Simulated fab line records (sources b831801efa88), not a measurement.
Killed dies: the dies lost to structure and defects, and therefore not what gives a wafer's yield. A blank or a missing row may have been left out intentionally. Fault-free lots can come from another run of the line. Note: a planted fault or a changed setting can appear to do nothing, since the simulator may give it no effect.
Chamber matching    flow sfq_line    SFQ_TRILAYER_L0_VIA_ETCH_VIA_ETCH_016 on rie_diel-03: 4 sister chambers
The step etches SiO2 in CHF3, stops on MoNx KI, target depth 80 nm. 14 wafers are shown with their chamber, then 7 later ones without.

EACH WAFER AND ITS CHAMBER
wafer   chamber  oes_product_au (a.u.)
L564.1  1        0.837
L564.5  0        0.858
L564.6  1        0.856
L565.1  2        0.844
L565.2  3        0.853
L565.6  2        0.848
L566.3  1        0.850
L566.4  2        0.873
L566.6  2        0.850
L571.2  2        0.834
L571.3  1        0.834
L571.5  1        0.835
L582.1  2        0.840
L582.2  1        0.839

SIGNATURES (means of the wafers above)
reading         chamber 0  chamber 1  chamber 2  chamber 3  scatter within a chamber
oes_product_au  0.85800    0.84183    0.84817    0.85300    0.0115
Rule: for each reading, subtract the chamber's mean from the wafer's reading, divide by that reading's scatter and square the result; add these up over the readings and take the root, which gives the wafer's distance from the chamber. The wafer belongs to the nearest chamber; if the next one is less than 2 further off, it can't be placed. The scatter: the root of (the sum of the squares of (reading less its chamber's mean) over the shown wafers, divided by (wafers less chambers)).

WAFERS WITHOUT THEIR CHAMBER
wafer   oes_product_au (a.u.)
L582.6  0.846
L583.2  0.840
L583.3  0.850
L583.4  0.852
L585.2  0.838
L585.4  0.852
L585.6  0.835

THE CHAMBER EACH PASSED THROUGH
wafer   from the rows above                in truth
L582.6  can't be placed: 2 or 1 or 3 or 0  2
L583.2  can't be placed: 1 or 2 or 3 or 0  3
L583.3  can't be placed: 2 or 3 or 0 or 1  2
L583.4  can't be placed: 3 or 2 or 0 or 1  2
L585.2  can't be placed: 1 or 2 or 3 or 0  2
L585.4  can't be placed: 3 or 2 or 0 or 1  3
L585.6  can't be placed: 1 or 2 or 3 or 0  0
Correct placement for 0 of the 7. These rows do not allow placing 7 (true chamber among the candidates in 7). Placed wrongly: 0.
